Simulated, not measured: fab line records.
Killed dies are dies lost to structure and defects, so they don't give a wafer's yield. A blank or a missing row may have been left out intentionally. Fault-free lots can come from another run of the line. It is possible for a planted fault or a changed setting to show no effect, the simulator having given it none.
Which of the tools did it? || flow gf180mcu || Sampling: 13 lots, 39 wafers, 2 of 602 route steps

== WHAT THE GAUGES READ, wafer by wafer ==
GF_PSD_CD_MEAS_07: the cd target is 400 nm.
{"lot": "L493", "measured": "day 14 21:19", "on": "cdSem-01", "cdNm (nm)": "402.3 400.8 399.7"}
{"lot": "L495", "measured": "day 15 15:55", "on": "cdSem-01", "cdNm (nm)": "401.6 400.4 402.2"}
{"lot": "L494", "measured": "day 15 21:25", "on": "cdSem-01", "cdNm (nm)": "402.6 401.2 400.3"}
{"lot": "L496", "measured": "day 16 09:31", "on": "cdSem-02", "cdNm (nm)": "401.3 400.6 399.5"}
{"lot": "L497", "measured": "day 16 16:32", "on": "cdSem-01", "cdNm (nm)": "398.0 398.2 397.1"}
{"lot": "L499", "measured": "day 17 01:59", "on": "cdSem-01", "cdNm (nm)": "396.2 399.6 398.3"}
{"lot": "L501", "measured": "day 18 00:11", "on": "cdSem-02", "cdNm (nm)": "394.8 394.0 394.8"}
{"lot": "L504", "measured": "day 18 20:58", "on": "cdSem-01", "cdNm (nm)": "397.9 400.6 398.3"}
{"lot": "L505", "measured": "day 19 06:12", "on": "cdSem-01", "cdNm (nm)": "397.9 400.5 399.0"}
{"lot": "L509", "measured": "day 20 13:06", "on": "cdSem-02", "cdNm (nm)": "399.2 400.8 400.7"}
{"lot": "L510", "measured": "day 21 03:24", "on": "cdSem-01", "cdNm (nm)": "402.7 403.3 404.0"}
{"lot": "L512", "measured": "day 21 16:49", "on": "cdSem-01", "cdNm (nm)": "400.3 398.9 401.6"}
{"lot": "L514", "measured": "day 22 06:12", "on": "cdSem-02", "cdNm (nm)": "397.1 397.3 398.9"}

GF_SAB_THK_MEAS_01.
{"lot": "L493", "measured": "day 14 22:11", "on": "filmMetro-04", "SAB_CVD_00_THK (nm)": "50.3 50.3 50.8"}
{"lot": "L495", "measured": "day 15 16:47", "on": "filmMetro-04", "SAB_CVD_00_THK (nm)": "50.5 49.3 50.6"}
{"lot": "L494", "measured": "day 15 22:17", "on": "filmMetro-04", "SAB_CVD_00_THK (nm)": "48.6 49.0 49.8"}
{"lot": "L496", "measured": "day 16 10:23", "on": "filmMetro-03", "SAB_CVD_00_THK (nm)": "49.4 50.0 49.9"}
{"lot": "L497", "measured": "day 16 17:22", "on": "filmMetro-03", "SAB_CVD_00_THK (nm)": "49.0 49.7 50.7"}
{"lot": "L499", "measured": "day 17 02:50", "on": "filmMetro-03", "SAB_CVD_00_THK (nm)": "50.8 51.6 51.6"}
{"lot": "L501", "measured": "day 18 01:02", "on": "filmMetro-03", "SAB_CVD_00_THK (nm)": "49.8 50.6 50.6"}
{"lot": "L504", "measured": "day 18 21:50", "on": "filmMetro-01", "SAB_CVD_00_THK (nm)": "49.3 49.8 50.5"}
{"lot": "L505", "measured": "day 19 07:04", "on": "filmMetro-03", "SAB_CVD_00_THK (nm)": "49.6 50.0 50.7"}
{"lot": "L509", "measured": "day 20 13:57", "on": "filmMetro-03", "SAB_CVD_00_THK (nm)": "49.4 48.8 50.6"}
{"lot": "L510", "measured": "day 21 04:15", "on": "filmMetro-01", "SAB_CVD_00_THK (nm)": "49.6 49.4 50.3"}
{"lot": "L512", "measured": "day 21 17:39", "on": "filmMetro-01", "SAB_CVD_00_THK (nm)": "50.3 50.2 50.5"}
{"lot": "L514", "measured": "day 22 07:04", "on": "filmMetro-01", "SAB_CVD_00_THK (nm)": "49.7 50.4 50.2"}

== WHICH TOOL RAN EACH LOT (tool, then ch and the chambers of the sampled wafers, then the start) ==
Before these readings, the record contains no process step.

== WHAT THE TOOLS THEMSELVES READ (means of the sampled wafers that have a number; where no wafer has one, the mark that the record gives instead) ==
The record holds no such reading with a usual standard deviation.

== THE ANSWER, worked out from the rows above alone ==
Rule: the lots themselves supply what counts as usual. The widest of any qualifying gaps counts: lots, ordered by their means at a reading, are off when they make up no more than a third of the lots, leave a main group of 4 or more, and stand apart from it by 3 or more times the standard deviation of that group's means. A main group whose means are all the same, to the digits that the tables above print for the reading, isn't used. Also off: a lot with no number at a reading for which 4 or more lots have one. The other lots that the step has rows for count as sound. Order of review: gauges by route order, followed by the tools' own readings, for which a lot's mean as printed above is used. At the first step where some lot is off, the reading lying furthest off is the one used; lots without a number count as furthest.
Across all readings shown, no lot is off: no conclusion can be drawn from this.

== WHAT THE SIMULATOR PUT IN ==
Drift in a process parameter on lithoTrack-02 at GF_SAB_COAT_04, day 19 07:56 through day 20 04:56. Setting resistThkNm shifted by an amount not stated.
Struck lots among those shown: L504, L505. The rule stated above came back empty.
